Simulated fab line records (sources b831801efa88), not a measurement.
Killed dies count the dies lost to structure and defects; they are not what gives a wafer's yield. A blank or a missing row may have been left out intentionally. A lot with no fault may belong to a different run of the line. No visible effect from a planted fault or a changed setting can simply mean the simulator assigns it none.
Comparing a struck lot with a sound one | flow sky130 | 43 out of 708 route steps
Sound: wafers L168.2, L168.4, L168.5. Wafers struck: L176.2, L176.3, L176.6. The cause is given at the end.
Per side, at each step with rows, come the tool, then ch with its chambers, and then its first start. Under that, the readings that differ: sound wafers | struck wafers | difference of the means | sigmas: that difference in standard deviations of wafers without a fault.
alike: words and numbers the same on both sides, and readings whose means are apart by under 2 such deviations; not compared: readings that were withheld, readings missing a value for some wafer, numbers with overlapping values and no deviation given by the record, and bounds like >300 which may hide the same value.
Wherever a step has rows on one side only, a row that says differs or no value, or a row with sigmas, the two part there. Numbers that don't overlap but have no deviation are shown without sigmas and don't part them. A reading missing from all wafers of one side parts the sides only when that side holds two or more wafers.

SKY_POLY_GATE_CD_MEAS_22:
  struck on cdSem-02, day 20 09:11; sound on cdSem-01, day 18 10:21
  alike: cdNm
then, 7 steps without rows for these wafers: SKY_LDD_N_DEHYDRATE_00 (time 60 s); SKY_LDD_N_HMDS_01 (prime time 60 s); SKY_LDD_N_COAT_02 (resist thk 300 nm); SKY_LDD_N_SOFTBAKE_03 (time 60 s); SKY_LDD_N_EXPOSE_04 (exposes mask NTM, target cd 840 nm); SKY_LDD_N_PEB_05; SKY_LDD_N_DEVELOP_06 (develop time 58.15 s).
SKY_LDD_N_OVL_MEAS_07:
  struck on overlay-02, day 21 15:52; sound on overlay-01, day 19 17:03
reading        | sound          | struck        | difference | sigmas
LDD_N_OVL (nm) | -1.3 -3.8 -2.7 | -0.5 -0.1 0.6 | +2.6       | +2
then, 3 steps without rows for these wafers: SKY_LDD_N_IMPLANT_08; SKY_LDD_N_IMPLANT_09; SKY_LDD_N_IMPLANT_10.
SKY_LDD_N_IMPLANT_11:
  sound on implanter-04 ch 0, day 19 17:33; struck on implanter-04 ch 0, day 21 16:22
  alike: beamEnergyKeV, endStationPressureTorr, faradayCurrentUA
then, 4 steps without rows for these wafers: SKY_LDD_N_IMPLANT_12; SKY_LDD_N_IMPLANT_13; SKY_LDD_N_IMPLANT_14; SKY_LDD_N_IMPLANT_15.
SKY_LDD_N_STRIP_16: strips in O2/N2.
  sound on plasmaAsher-03 ch 0,1, day 19 18:17; struck on plasmaAsher-02 ch 0,1, day 21 17:06
  alike: drypumpMotorCurrentA, oesProductAu, stripTimeToEndpointS
  not compared: rfHoursCounterH
SKY_LDD_N_TW_MEAS_17:
  struck on filmMetro-01, day 21 17:13; sound on filmMetro-02, day 19 18:23
  alike: LDD_N_TW
then, 7 steps without rows for these wafers: SKY_LDD_P_DEHYDRATE_00 (time 60 s); SKY_LDD_P_HMDS_01 (prime time 60 s); SKY_LDD_P_COAT_02 (resist thk 1140 nm); SKY_LDD_P_SOFTBAKE_03 (time 60 s); SKY_LDD_P_EXPOSE_04 (exposes mask PSDM, target cd 380 nm); SKY_LDD_P_PEB_05; SKY_LDD_P_DEVELOP_06 (develop time 60 s).
SKY_LDD_P_CD_MEAS_07 targets a cd of 380 nm.
  struck on cdSem-02, day 22 23:26; sound on cdSem-01, day 20 23:22
reading   | sound       | struck      | difference | sigmas
cdNm (nm) | 390 387 388 | 378 378 377 | -11        | -3
SKY_LDD_P_OVL_MEAS_08:
  struck on overlay-02, day 22 23:32; sound on overlay-02, day 20 23:29
  alike: LDD_P_OVL
next, for these wafers, 1 step has no rows: SKY_LDD_P_IMPLANT_09.
SKY_LDD_P_STRIP_10: strips in O2/N2.
  sound on plasmaAsher-01 ch 0, day 20 23:40; struck on plasmaAsher-03 ch 1, day 22 23:43
reading                  | sound             | struck            | difference | sigmas
stripTimeToEndpointS (s) | 14.08 14.11 14.14 | 14.22 14.20 14.27 | +0.12      | +3
  alike: drypumpMotorCurrentA, oesProductAu
  not compared: rfHoursCounterH
SKY_LDD_P_TW_MEAS_11:
  struck on filmMetro-04, day 22 23:50; sound on filmMetro-03, day 20 23:46
  alike: LDD_P_TW
then, 7 steps without rows for these wafers: SKY_LDD_HVN_DEHYDRATE_00 (time 60 s); SKY_LDD_HVN_HMDS_01 (prime time 60 s); SKY_LDD_HVN_COAT_02 (resist thk 300 nm); SKY_LDD_HVN_SOFTBAKE_03 (time 60 s); SKY_LDD_HVN_EXPOSE_04 (exposes mask HVNTM, target cd 700 nm); SKY_LDD_HVN_PEB_05; SKY_LDD_HVN_DEVELOP_06 (develop time 60 s).
SKY_LDD_HVN_OVL_MEAS_07:
  struck on overlay-01, day 24 06:04; sound on overlay-01, day 22 06:19
  alike: LDD_HVN_OVL
next, for these wafers, 1 step has no rows: SKY_LDD_HVN_IMPLANT_08.
SKY_LDD_HVN_STRIP_09: strips in O2/N2.
  sound on plasmaAsher-03 ch 0, day 22 06:29; struck on plasmaAsher-04 ch 0,1, day 24 06:14
  alike: drypumpMotorCurrentA, oesProductAu, stripTimeToEndpointS
  not compared: rfHoursCounterH
SKY_LDD_HVN_TW_MEAS_10:
  struck on filmMetro-02, day 24 06:21; sound on filmMetro-02, day 22 06:36
  alike: LDD_HVN_TW
-- a jump in the record: the struck wafers' starts before and after are 24 days apart (it breaks off in module LDD_HVN and resumes in module PAD_OPEN, where the first step shown is number 708 of the route) --
SKY_PAD_OPEN_PROBE_99:
  struck on prober-01, day 48 07:11; sound on prober-01, day 46 22:16
reading                               | sound              | struck               | difference | sigmas
model.etest.tipN.rsOhmSq              | 434.4 438.8 440.1  | 449.8 453.8 452.6    | +14.3      | 
model.etest.tipN.rsOhmSqRange         | 7.083 11.74 19.74  | 23.63 31.63 36.3     | +17.67     | 
model.etest.tipN.rsOhmSqRimLessCentre | -2.274 1.718 4.477 | -9.191 -5.025 -20.38 | -12.839    | 
  alike: killed_at_M0_to_M3, killed_at_M4_up, killedAtContacts, killedAtFrontEnd, killedAtOther, killedDies, killedOpen, killedShort

== WHERE THEY PART ==
Earliest at SKY_LDD_N_OVL_MEAS_07; latest, in this record, at SKY_LDD_P_STRIP_10. Later steps at which nothing parts them and some readings are alike: SKY_LDD_P_TW_MEAS_11, SKY_LDD_HVN_OVL_MEAS_07, SKY_LDD_HVN_STRIP_09, SKY_LDD_HVN_TW_MEAS_10, SKY_PAD_OPEN_PROBE_99.

WHY: what the simulator had put in
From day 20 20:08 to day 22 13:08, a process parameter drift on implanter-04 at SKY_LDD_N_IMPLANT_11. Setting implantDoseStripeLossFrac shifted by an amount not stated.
